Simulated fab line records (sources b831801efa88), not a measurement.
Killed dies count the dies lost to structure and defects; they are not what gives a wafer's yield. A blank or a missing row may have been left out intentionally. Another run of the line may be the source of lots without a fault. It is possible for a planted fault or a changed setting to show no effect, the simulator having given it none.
fab line records	flow sky130
record: lots: 24	wafers: 72	last-day: 50
route steps=708 shown VT_ADJUST_HVTR@141 VIA1@471 METAL2@486 METAL3@534 METAL5@661
lots with no fault: from the same line, run without faults
start-h: hours from the record's opening day to when the first of the lot's shown wafers began	wait-h: time in hours since the lot's previous step	" unchanged from the row above	L1.1+2: one row covering several wafers at once	- either no value or no given start	* or withheld: withheld	< > ~ a bound
route shown NAME@n: NAME is a module with steps in the file, n the number in the route of the first one	usual: mean/standard deviation taken from wafers without a fault	same: alike in all rows	chamber/n: place in a boat	sites: the reading at each site	_std_site: their standard deviation	_edge_site: inner sites' mean taken away from outer sites' mean	radius-mm: how far each site lies from the wafer's centre	mask NAME#n: copy n	behind: the most recent tool/chamber to have shaped the wafer	hold: what put the lot on hold/how long, in hours/how the hold closed	device: the n, p or np transistor that did not switch	end of line: the same wafers' tests at the end of the route	a step with no rows: only its recipe	killed: count of dies lost to structure and defects at first sort (not the wafer's yield)	map: per-die view of a wafer (x killed, . not killed, _ where there is no die)
set.NAME: the setting the step ran with; set.NAME@STEP: the setting that earlier step ran with	model.NAME: the simulator's own value behind a step, which no gauge read
one table for each step of the route and one row for each wafer, over a sample of lots
services: when a tool's chamber went out of use (start-h, in hours from the record's first day, below 0 if earlier), for how many hours, and the reason
== steps ==
step: SKY_VT_ADJUST_HVTR_STRIP_10
recipe: chemistry: O2/N2	power-w: 1400	pressure-mtorr: 1500	platen-temp-c: withheld	o2-flow-sccm: 3000	n2-flow-sccm: 300	overash-fraction: 0.5
usual: drypump-motor-current-A: 6.0/0.35	oes-product-au: 0.715/0.0048	strip-time-to-endpoint-s: 14.19/0.04
lot.wafer	tool	chamber	start-h	wait-h	drypump-motor-current-A	oes-product-au	rf-hours-counter-h	strip-time-to-endpoint-s
L074.2	plasma-asher-02	0	198.39	0.1	5.5	0.725	8	14.22
L074.3	"	1	"	"	6.0	0.718	-	14.21
L074.6	"	1	"	"	5.9	0.723	-	14.22
L075.2	plasma-asher-03	0	213.65	0.1	6.4	0.715	56	14.18
L075.3	"	0	"	"	6.4	0.714	-	14.20
L075.6	"	1	"	"	6.4	0.715	-	14.19
L076.1	plasma-asher-02	0	220.34	0.1	5.5	0.715	10	14.22
L076.5	"	1	"	"	5.9	0.725	-	14.24
L076.6	"	0	"	"	5.5	0.710	-	14.22
L077.2	plasma-asher-01	0	222.94	0.1	6.0	0.712	38	14.24
L077.4	"	0	"	"	6.0	0.715	-	14.25
L077.6	"	0	"	"	6.0	0.712	-	14.27
L078.1	plasma-asher-03	0	235.94	0.1	6.4	0.717	58	14.15
L078.3	"	1	"	"	6.4	0.719	-	14.17
L078.5	"	0	"	"	6.4	0.713	-	14.19
L079.2	plasma-asher-01	0	241.99	0.1	6.0	0.710	39	14.12
L079.4	"	1	"	"	5.6	0.716	-	14.18
L079.5	"	1	"	"	5.6	0.711	-	14.13
L080.3	plasma-asher-03	1	249.22	0.1	6.4	0.710	-	14.22
L080.4	"	0	"	"	6.4	0.719	-	14.19
L080.5	"	1	"	"	6.4	0.715	-	14.22
L081.3	plasma-asher-02	0	257.12	0.1	5.6	0.716	-	14.19
L081.4	"	1	"	"	5.9	0.720	-	14.22
L081.5	"	0	"	"	5.5	0.722	-	14.22
L082.4	plasma-asher-03	0	264.52	0.1	6.4	0.723	-	14.15
L082.5	"	1	"	"	6.4	0.710	-	14.18
L082.6	"	0	"	"	6.4	0.717	-	14.13
L083.1	plasma-asher-01	1	267.39	0.1	5.6	0.714	42	14.18
L083.5	"	0	"	"	6.0	0.712	-	14.14
L083.6	"	1	"	"	5.6	0.714	-	14.13
L084.3	plasma-asher-02	1	275.38	0.1	6.0	0.721	-	14.08
L084.5	"	0	"	"	5.5	0.713	-	14.10
L084.6	"	1	"	"	6.0	0.710	-	14.16
L085.1	plasma-asher-01	1	283.29	0.1	5.6	0.718	44	14.22
L085.2	"	0	"	"	6.0	0.719	44	14.16
L085.4	"	1	"	"	5.6	0.715	-	14.15
L086.3	plasma-asher-03	1	289.37	0.1	6.4	0.716	-	14.30
L086.4	"	0	"	"	6.4	0.724	-	14.21
L086.5	"	0	"	"	6.4	0.714	-	14.27
L087.1	plasma-asher-03	1	299.29	0.1	6.4	0.714	63	14.20
L087.2	"	0	"	"	6.4	0.720	63	14.19
L087.3	"	0	"	"	6.4	0.713	-	14.18
L088.3	plasma-asher-03	0	302.72	0.1	6.4	0.715	-	14.19
L088.4	"	1	"	"	6.4	0.721	-	14.16
L088.6	"	0	"	"	6.4	0.712	-	14.17
L089.3	plasma-asher-03	1	313.48	0.1	6.4	0.711	-	14.19
L089.4	"	0	"	"	6.4	0.708	-	14.18
L089.5	"	0	"	"	6.4	0.716	-	14.18
L090.4	plasma-asher-01	1	327.44	0.1	5.6	0.709	-	14.14
L090.5	"	0	"	"	6.0	0.718	-	14.15
L090.6	"	1	"	"	5.6	0.720	-	14.16
L091.1	plasma-asher-01	1	331.40	0.1	5.6	0.719	48	14.21
L091.3	"	1	"	"	5.6	0.718	-	14.21
L091.5	"	0	"	"	6.0	0.719	-	14.22
L092.1	plasma-asher-01	0	332.09	0.1	6.0	0.715	48	14.17
L092.3	"	1	"	"	5.6	0.716	-	14.27
L092.5	"	1	"	"	5.6	0.717	-	14.19
L093.3	plasma-asher-01	0	343.12	0.1	6.0	0.712	-	14.18
L093.5	"	0	"	"	6.0	0.715	-	14.15
L093.6	"	1	"	"	5.6	0.711	-	14.18
L094.1	plasma-asher-02	0	349.65	0.1	5.5	0.722	24	14.23
L094.2	"	1	"	"	6.0	0.717	24	14.21
L094.3	"	1	"	"	6.0	0.719	-	14.24
L095.3	plasma-asher-02	0	356.22	0.1	5.5	0.717	-	14.22
L095.4	"	1	"	"	5.9	0.717	-	14.17
L095.5	"	1	"	"	5.9	0.717	-	14.17
L096.1	plasma-asher-03	0	363.39	0.1	6.4	0.715	69	14.23
L096.3	"	1	"	"	6.5	0.716	-	14.18
L096.6	"	0	"	"	6.4	0.720	-	14.18
L097.1	plasma-asher-02	0	386.74	0.1	5.5	0.719	27	14.12
L097.2	"	1	"	"	5.9	0.707	27	14.14
L097.4	"	1	"	"	6.0	0.711	-	14.15
step: SKY_VIA1_OVL_MEAS_13
usual: VIA1_OVL: 1/6.4
lot.wafer	tool	chamber	start-h	wait-h	VIA1_OVL[nm]
L074.2	overlay-02	-	789.72	0.1	-5
L074.3	"	-	"	"	4
L074.6	"	-	"	"	-5
L075.2	overlay-02	-	803.45	0.1	0
L075.3	"	-	"	"	-2
L075.6	"	-	"	"	0
L076.1	overlay-02	-	807.56	0.1	-10
L076.5	"	-	"	"	-1
L076.6	"	-	"	"	-9
L077.2	overlay-02	-	809.03	0.1	9
L077.4	"	-	"	"	9
L077.6	"	-	"	"	6
L078.1	overlay-01	-	830.05	0.1	9
L078.3	"	-	"	"	2
L078.5	"	-	"	"	4
L079.2	overlay-02	-	832.66	0.1	-7
L079.4	"	-	"	"	-11
L079.5	"	-	"	"	-5
L080.3	overlay-01	-	840.79	0.1	2
L080.4	"	-	"	"	4
L080.5	"	-	"	"	-2
L081.3	overlay-02	-	852.12	0.1	-7
L081.4	"	-	"	"	-4
L081.5	"	-	"	"	-1
L082.4	overlay-01	-	857.47	0.1	4
L082.5	"	-	"	"	13
L082.6	"	-	"	"	5
L083.1	overlay-02	-	861.16	0.1	2
L083.5	"	-	"	"	1
L083.6	"	-	"	"	10
L084.3	overlay-02	-	867.48	0.1	4
L084.5	"	-	"	"	4
L084.6	"	-	"	"	-1
L085.1	overlay-01	-	875.65	0.1	8
L085.2	"	-	"	"	2
L085.4	"	-	"	"	1
L086.3	overlay-01	-	880.95	0.1	9
L086.4	"	-	"	"	12
L086.5	"	-	"	"	4
L087.1	overlay-01	-	890.96	0.1	6
L087.2	"	-	"	"	-3
L087.3	"	-	"	"	7
L088.3	overlay-01	-	896.77	0.1	0
L088.4	"	-	"	"	-1
L088.6	"	-	"	"	-2
L089.3	overlay-02	-	904.54	0.1	1
L089.4	"	-	"	"	1
L089.5	"	-	"	"	9
L090.4	overlay-01	-	919.87	0.1	-1
L090.5	"	-	"	"	-7
L090.6	"	-	"	"	-10
L091.1	overlay-01	-	923.96	0.1	-2
L091.3	"	-	"	"	0
L091.5	"	-	"	"	0
L092.1	overlay-02	-	925.85	0.1	3
L092.3	"	-	"	"	-4
L092.5	"	-	"	"	-7
L093.3	overlay-01	-	935.07	0.1	0
L093.5	"	-	"	"	0
L093.6	"	-	"	"	-7
L094.1	overlay-02	-	941.76	0.1	11
L094.2	"	-	"	"	5
L094.3	"	-	"	"	4
L095.3	overlay-01	-	948.83	0.1	-9
L095.4	"	-	"	"	3
L095.5	"	-	"	"	-8
L096.1	overlay-02	-	957.01	0.1	15
L096.3	"	-	"	"	6
L096.6	"	-	"	"	5
L097.1	overlay-01	-	973.16	0.1	-2
L097.2	"	-	"	"	0
L097.4	"	-	"	"	2
step: SKY_VIA1_STRIP_16
recipe: chemistry: O2/N2	power-w: 1400	pressure-mtorr: 1500	platen-temp-c: withheld	o2-flow-sccm: 3000	n2-flow-sccm: 300	overash-fraction: 0.5
usual: drypump-motor-current-A: 6.0/0.46	oes-product-au: 0.416/0.0047	strip-time-to-endpoint-s: 4.464/0.026
lot.wafer	tool	chamber	start-h	wait-h	drypump-motor-current-A	oes-product-au	rf-hours-counter-h	strip-time-to-endpoint-s
L074.2	plasma-asher-01	1	789.84	0.0	5.7	0.410	91	4.466
L074.3	"	0	"	"	6.0	0.416	-	4.496
L074.6	"	1	"	"	5.6	0.417	-	4.479
L075.2	plasma-asher-04	0	803.57	0.0	5.4	0.420	6	4.442
L075.3	"	1	"	"	6.7	0.422	-	4.464
L075.6	"	0	"	"	5.4	0.418	-	4.443
L076.1	plasma-asher-01	1	807.69	0.0	5.7	0.417	93	4.534
L076.5	"	0	"	"	6.0	0.419	-	4.446
L076.6	"	1	"	"	5.6	0.422	-	4.497
L077.2	plasma-asher-04	0	809.15	0.0	5.4	0.418	7	4.432
L077.4	"	1	"	"	6.7	0.415	-	4.461
L077.6	"	1	"	"	6.7	0.414	-	4.441
L078.1	plasma-asher-04	1	830.18	0.0	6.7	0.415	9	4.495
L078.3	"	0	"	"	5.4	0.422	-	4.482
L078.5	"	1	"	"	6.7	0.421	-	4.475
L079.2	plasma-asher-04	1	832.78	0.0	6.7	0.419	9	4.463
L079.4	"	1	"	"	6.7	0.412	-	4.475
L079.5	"	0	"	"	5.3	0.415	-	4.446
L080.3	plasma-asher-04	0	840.93	0.1	5.4	0.418	-	4.480
L080.4	"	1	"	"	6.7	0.405	-	4.484
L080.5	"	0	"	"	5.4	0.417	-	4.452
L081.3	plasma-asher-03	1	852.26	0.1	6.4	0.419	-	4.473
L081.4	"	0	"	"	6.4	0.415	-	4.477
L081.5	"	1	"	"	6.4	0.425	-	4.503
L082.4	plasma-asher-04	0	857.61	0.1	5.4	0.416	-	4.403
L082.5	"	0	"	"	5.4	0.408	-	4.419
L082.6	"	1	"	"	6.7	0.419	-	4.456
L083.1	plasma-asher-01	0	861.28	0.0	6.0	0.416	99	4.478
L083.5	"	1	"	"	5.6	0.415	-	4.500
L083.6	"	0	"	"	6.0	0.420	-	4.435
L084.3	plasma-asher-04	0	867.63	0.1	5.4	0.416	-	4.439
L084.5	"	1	"	"	6.7	0.411	-	4.411
L084.6	"	0	"	"	5.4	0.412	-	4.477
L085.1	plasma-asher-01	0	875.78	0.0	5.9	0.424	100	4.450
L085.2	"	1	"	"	5.6	0.420	100	4.458
L085.4	"	0	"	"	5.9	0.405	-	4.443
L086.3	plasma-asher-03	1	881.09	0.1	6.4	0.413	-	4.473
L086.4	"	0	"	"	6.4	0.414	-	4.482
L086.5	"	0	"	"	6.4	0.416	-	4.444
L087.1	plasma-asher-04	1	891.09	0.0	6.7	0.415	15	4.514
L087.2	"	0	"	"	5.3	0.420	15	4.470
L087.3	"	0	"	"	5.4	0.421	-	4.471
L088.3	plasma-asher-01	1	896.91	0.1	5.6	0.409	-	4.461
L088.4	"	0	"	"	6.0	0.417	-	4.452
L088.6	"	1	"	"	5.6	0.420	-	4.489
L089.3	plasma-asher-01	1	904.68	0.1	5.6	0.404	-	4.480
L089.4	"	0	"	"	6.0	0.416	-	4.477
L089.5	"	1	"	"	5.6	0.419	-	4.499
L090.4	plasma-asher-03	1	920.01	0.1	6.4	0.420	-	4.469
L090.5	"	0	"	"	6.4	0.412	-	4.446
L090.6	"	1	"	"	6.4	0.423	-	4.455
L091.1	plasma-asher-01	1	924.08	0.0	5.6	0.424	105	4.466
L091.3	"	0	"	"	6.0	0.424	-	4.443
L091.5	"	1	"	"	5.6	0.417	-	4.461
L092.1	plasma-asher-01	0	925.98	0.0	6.0	0.412	105	4.470
L092.3	"	1	"	"	5.6	0.413	-	4.421
L092.5	"	1	"	"	5.6	0.411	-	4.409
L093.3	plasma-asher-03	0	935.21	0.1	6.4	0.421	-	4.492
L093.5	"	0	"	"	6.4	0.413	-	4.476
L093.6	"	1	"	"	6.4	0.416	-	4.537
L094.1	plasma-asher-01	0	941.89	0.0	6.0	0.416	107	4.435
L094.2	"	1	"	"	5.6	0.423	107	4.427
L094.3	"	0	"	"	6.0	0.414	-	4.479
L095.3	plasma-asher-03	0	948.97	0.1	6.4	0.417	-	4.437
L095.4	"	1	"	"	6.4	0.416	-	4.483
L095.5	"	1	"	"	6.4	0.428	-	4.462
L096.1	plasma-asher-03	0	957.14	0.0	6.4	0.417	54	4.461
L096.3	"	0	"	"	6.4	0.417	-	4.438
L096.6	"	1	"	"	6.4	0.416	-	4.443
L097.1	plasma-asher-01	0	973.28	0.0	5.9	0.409	111	4.419
L097.2	"	1	"	"	5.6	0.412	111	4.423
L097.4	"	0	"	"	5.9	0.409	-	4.444
step: SKY_METAL2_SPUTTER_03
recipe: material: Ti	target-thk-nm: 5	power-w: 3000	time-s: 3.3	chamber-pressure-pa: 0.4
usual: throttle-valve-pct: 29.4/1.3
lot.wafer	tool	chamber	start-h	wait-h	throttle-valve-pct
L074.2	pvd-sputter-03	-	791.26	0.0	30.1
L074.3	"	-	"	"	31.0
L074.6	"	-	"	"	30.8
L075.2	pvd-sputter-02	-	804.87	0.0	29.5
L075.3	"	-	"	"	30.8
L075.6	"	-	"	"	29.7
L076.1	pvd-sputter-02	-	808.99	0.0	29.8
L076.5	"	-	"	"	30.7
L076.6	"	-	"	"	29.8
L077.2	pvd-sputter-01	-	810.45	0.0	29.3
L077.4	"	-	"	"	30.8
L077.6	"	-	"	"	27.1
L078.1	pvd-sputter-03	-	831.48	0.0	30.1
L078.3	"	-	"	"	29.8
L078.5	"	-	"	"	29.9
L079.2	pvd-sputter-01	-	834.08	0.0	29.0
L079.4	"	-	"	"	26.9
L079.5	"	-	"	"	29.0
L080.3	pvd-sputter-01	-	842.38	0.0	29.3
L080.4	"	-	"	"	30.8
L080.5	"	-	"	"	27.0
L081.3	pvd-sputter-01	-	853.96	0.0	29.4
L081.4	"	-	"	"	27.3
L081.5	"	-	"	"	29.5
L082.4	pvd-sputter-03	-	858.92	0.0	30.0
L082.5	"	-	"	"	30.8
L082.6	"	-	"	"	30.1
L083.1	pvd-sputter-01	-	862.59	0.0	31.0
L083.5	"	-	"	"	29.3
L083.6	"	-	"	"	31.0
L084.3	pvd-sputter-01	-	869.41	0.0	30.8
L084.5	"	-	"	"	29.5
L084.6	"	-	"	"	27.2
L085.1	pvd-sputter-01	-	877.17	0.0	30.4
L085.2	"	-	"	"	29.2
L085.4	"	-	"	"	27.2
L086.3	pvd-sputter-03	-	882.36	0.0	30.7
L086.4	"	-	"	"	30.2
L086.5	"	-	"	"	30.7
L087.1	pvd-sputter-02	-	892.39	0.0	29.6
L087.2	"	-	"	"	30.8
L087.3	"	-	"	"	29.9
L088.3	pvd-sputter-01	-	898.52	0.0	30.9
L088.4	"	-	"	"	29.3
L088.6	"	-	"	"	27.3
L089.3	pvd-sputter-01	-	905.97	0.0	28.9
L089.4	"	-	"	"	29.5
L089.5	"	-	"	"	30.8
L090.4	pvd-sputter-01	-	921.29	0.0	30.7
L090.5	"	-	"	"	29.5
L090.6	"	-	"	"	30.9
L091.1	pvd-sputter-02	-	925.42	0.0	29.9
L091.3	"	-	"	"	30.0
L091.5	"	-	"	"	31.0
L092.1	pvd-sputter-01	-	927.29	0.0	26.9
L092.3	"	-	"	"	29.9
L092.5	"	-	"	"	27.0
L093.3	pvd-sputter-01	-	936.54	0.0	29.1
L093.5	"	-	"	"	29.0
L093.6	"	-	"	"	29.4
L094.1	pvd-sputter-01	-	943.71	0.0	27.6
L094.2	"	-	"	"	29.3
L094.3	"	-	"	"	29.0
L095.3	pvd-sputter-01	-	950.64	0.0	27.1
L095.4	"	-	"	"	29.1
L095.5	"	-	"	"	26.9
L096.1	pvd-sputter-01	-	958.49	0.0	30.5
L096.3	"	-	"	"	29.5
L096.6	"	-	"	"	31.0
L097.1	pvd-sputter-01	-	974.59	0.0	28.8
L097.2	"	-	"	"	30.8
L097.4	"	-	"	"	27.2
step: SKY_METAL3_SPUTTER_02
recipe: material: AlCu	target-thk-nm: 735	power-w: 10600	time-s: 40.78	chamber-pressure-pa: 0.4
usual: throttle-valve-pct: 29.9/1.1
lot.wafer	tool	chamber	start-h	wait-h	throttle-valve-pct
L074.2	pvd-sputter-03	-	846.61	0.0	30.9
L074.3	"	-	"	"	30.3
L074.6	"	-	"	"	30.2
L075.2	pvd-sputter-04	-	860.23	0.0	30.2
L075.3	"	-	"	"	30.3
L075.6	"	-	"	"	31.0
L076.1	pvd-sputter-03	-	864.30	0.0	30.9
L076.5	"	-	"	"	30.2
L076.6	"	-	"	"	30.1
L077.2	pvd-sputter-01	-	865.14	0.0	30.9
L077.4	"	-	"	"	29.2
L077.6	"	-	"	"	29.4
L078.1	pvd-sputter-03	-	885.11	0.0	30.9
L078.3	"	-	"	"	30.7
L078.5	"	-	"	"	29.9
L079.2	pvd-sputter-03	-	888.29	0.0	30.9
L079.4	"	-	"	"	31.0
L079.5	"	-	"	"	30.2
L080.3	pvd-sputter-03	-	895.58	0.0	30.7
L080.4	"	-	"	"	30.1
L080.5	"	-	"	"	29.8
L081.3	pvd-sputter-01	-	907.52	0.0	29.5
L081.4	"	-	"	"	26.9
L081.5	"	-	"	"	30.4
L082.4	pvd-sputter-04	-	913.37	0.0	30.1
L082.5	"	-	"	"	31.0
L082.6	"	-	"	"	30.6
L083.1	pvd-sputter-03	-	916.36	0.0	31.1
L083.5	"	-	"	"	30.5
L083.6	"	-	"	"	30.1
L084.3	pvd-sputter-01	-	922.27	0.0	31.0
L084.5	"	-	"	"	29.1
L084.6	"	-	"	"	27.1
L085.1	pvd-sputter-04	-	930.39	0.0	30.2
L085.2	"	-	"	"	30.2
L085.4	"	-	"	"	30.9
L086.3	pvd-sputter-01	-	935.54	0.0	28.9
L086.4	"	-	"	"	29.0
L086.5	"	-	"	"	29.4
L087.1	pvd-sputter-04	-	944.98	0.0	30.0
L087.2	"	-	"	"	30.4
L087.3	"	-	"	"	28.0
L088.3	pvd-sputter-03	-	950.66	0.0	30.9
L088.4	"	-	"	"	29.8
L088.6	"	-	"	"	29.9
L089.3	pvd-sputter-03	-	959.54	0.0	30.8
L089.4	"	-	"	"	30.1
L089.5	"	-	"	"	30.2
L090.4	pvd-sputter-04	-	973.22	0.0	27.7
L090.5	"	-	"	"	30.4
L090.6	"	-	"	"	27.7
L091.1	pvd-sputter-03	-	976.15	0.0	30.1
L091.3	"	-	"	"	31.0
L091.5	"	-	"	"	30.0
L092.1	pvd-sputter-04	-	979.35	0.0	27.9
L092.3	"	-	"	"	30.9
L092.5	"	-	"	"	31.0
L093.3	pvd-sputter-04	-	988.01	0.0	30.6
L093.5	"	-	"	"	30.2
L093.6	"	-	"	"	31.1
L094.1	pvd-sputter-04	-	995.66	0.0	27.9
L094.2	"	-	"	"	30.5
L094.3	"	-	"	"	29.9
L095.3	pvd-sputter-03	-	1000.18	0.0	30.1
L095.4	"	-	"	"	30.3
L095.5	"	-	"	"	30.7
L096.1	pvd-sputter-01	-	1009.14	0.0	27.2
L096.3	"	-	"	"	29.1
L096.6	"	-	"	"	29.2
L097.1	pvd-sputter-01	-	1024.17	0.0	26.9
L097.2	"	-	"	"	29.5
L097.4	"	-	"	"	29.4
step: SKY_METAL5_SPUTTER_00
recipe: material: Ti	target-thk-nm: 15	power-w: 3000	time-s: 10	chamber-pressure-pa: 0.4
usual: throttle-valve-pct: 29.9/1.1
lot.wafer	tool	chamber	start-h	wait-h	throttle-valve-pct
L074.2	pvd-sputter-01	-	1002.34	0.1	29.4
L074.3	"	-	"	"	27.1
L074.6	"	-	"	"	29.3
L075.2	pvd-sputter-03	-	1012.38	0.2	30.1
L075.3	"	-	"	"	31.0
L075.6	"	-	"	"	30.7
L076.1	pvd-sputter-02	-	1019.08	0.1	30.2
L076.5	"	-	"	"	29.8
L076.6	"	-	"	"	30.7
L077.2	pvd-sputter-03	-	1019.87	0.2	30.2
L077.4	"	-	"	"	30.4
L077.6	"	-	"	"	30.3
L078.1	pvd-sputter-01	-	1036.84	0.1	29.0
L078.3	"	-	"	"	29.4
L078.5	"	-	"	"	29.4
L079.2	pvd-sputter-01	-	1042.11	0.1	30.8
L079.4	"	-	"	"	29.3
L079.5	"	-	"	"	30.9
L080.3	pvd-sputter-02	-	1045.49	0.2	30.0
L080.4	"	-	"	"	30.9
L080.5	"	-	"	"	29.6
L081.3	pvd-sputter-01	-	1057.03	0.1	29.3
L081.4	"	-	"	"	28.9
L081.5	"	-	"	"	29.1
L082.4	pvd-sputter-01	-	1061.78	0.1	29.2
L082.5	"	-	"	"	27.3
L082.6	"	-	"	"	29.5
L083.1	pvd-sputter-01	-	1064.18	0.1	31.1
L083.5	"	-	"	"	26.9
L083.6	"	-	"	"	29.3
L084.3	pvd-sputter-02	-	1068.13	0.1	29.2
L084.5	"	-	"	"	29.7
L084.6	"	-	"	"	31.4
L085.1	pvd-sputter-01	-	1076.74	0.1	27.2
L085.2	"	-	"	"	29.2
L085.4	"	-	"	"	29.2
L086.3	pvd-sputter-03	-	1080.28	0.1	30.8
L086.4	"	-	"	"	30.0
L086.5	"	-	"	"	31.0
L087.1	pvd-sputter-01	-	1089.48	0.2	27.0
L087.2	"	-	"	"	29.1
L087.3	"	-	"	"	29.8
L088.3	pvd-sputter-01	-	1093.01	0.1	27.0
L088.4	"	-	"	"	30.6
L088.6	"	-	"	"	29.1
L089.3	pvd-sputter-03	-	1098.20	0.1	30.9
L089.4	"	-	"	"	30.2
L089.5	"	-	"	"	30.2
L090.4	pvd-sputter-03	-	1112.17	0.1	30.9
L090.5	"	-	"	"	30.9
L090.6	"	-	"	"	30.8
L091.1	pvd-sputter-02	-	1113.69	0.1	31.1
L091.3	"	-	"	"	29.6
L091.5	"	-	"	"	31.3
L092.1	pvd-sputter-02	-	1117.57	0.1	30.6
L092.3	"	-	"	"	29.8
L092.5	"	-	"	"	30.8
L093.3	pvd-sputter-03	-	1124.77	0.2	30.1
L093.5	"	-	"	"	29.8
L093.6	"	-	"	"	31.0
L094.1	pvd-sputter-03	-	1130.04	0.2	30.7
L094.2	"	-	"	"	30.1
L094.3	"	-	"	"	29.8
L095.3	pvd-sputter-03	-	1135.76	0.2	29.9
L095.4	"	-	"	"	30.7
L095.5	"	-	"	"	30.3
L096.1	pvd-sputter-01	-	1140.89	0.2	29.2
L096.3	"	-	"	"	27.2
L096.6	"	-	"	"	29.4
L097.1	pvd-sputter-03	-	1153.09	0.1	31.0
L097.2	"	-	"	"	30.7
L097.4	"	-	"	"	30.1
== services ==
tool	chamber	start-h	hours	kind
plasma-asher-03	-	242.68	5.4	repair
pvd-sputter-03	-	299.47	3.4	repair
pvd-sputter-01	-	330.39	19.8	repair
plasma-asher-01	-	344.45	15.6	pm
plasma-asher-01	-	415.47	2.5	repair
plasma-asher-03	-	421.25	9.0	pm
pvd-sputter-03	-	438.77	3.3	repair
plasma-asher-01	-	440.53	14.6	pm
plasma-asher-01	-	458.41	7.9	repair
pvd-sputter-03	-	460.93	4.3	repair
pvd-sputter-03	-	476.91	1.1	repair
pvd-sputter-01	-	563.10	3.6	repair
pvd-sputter-03	-	609.24	64.8	repair
pvd-sputter-03	-	657.15	11.7	repair
pvd-sputter-03	-	689.20	3.6	repair
pvd-sputter-01	-	708.20	3.8	repair
pvd-sputter-01	-	711.04	26.1	repair
pvd-sputter-03	-	801.55	6.2	repair
pvd-sputter-01	-	851.15	2.5	repair
plasma-asher-01	-	1002.24	2.8	pm
pvd-sputter-01	-	1049.02	1.7	repair
plasma-asher-01	-	1055.25	9.0	pm
pvd-sputter-01	-	1062.95	0.6	repair
pvd-sputter-03	-	1115.68	1.0	repair
== key ==
fault none
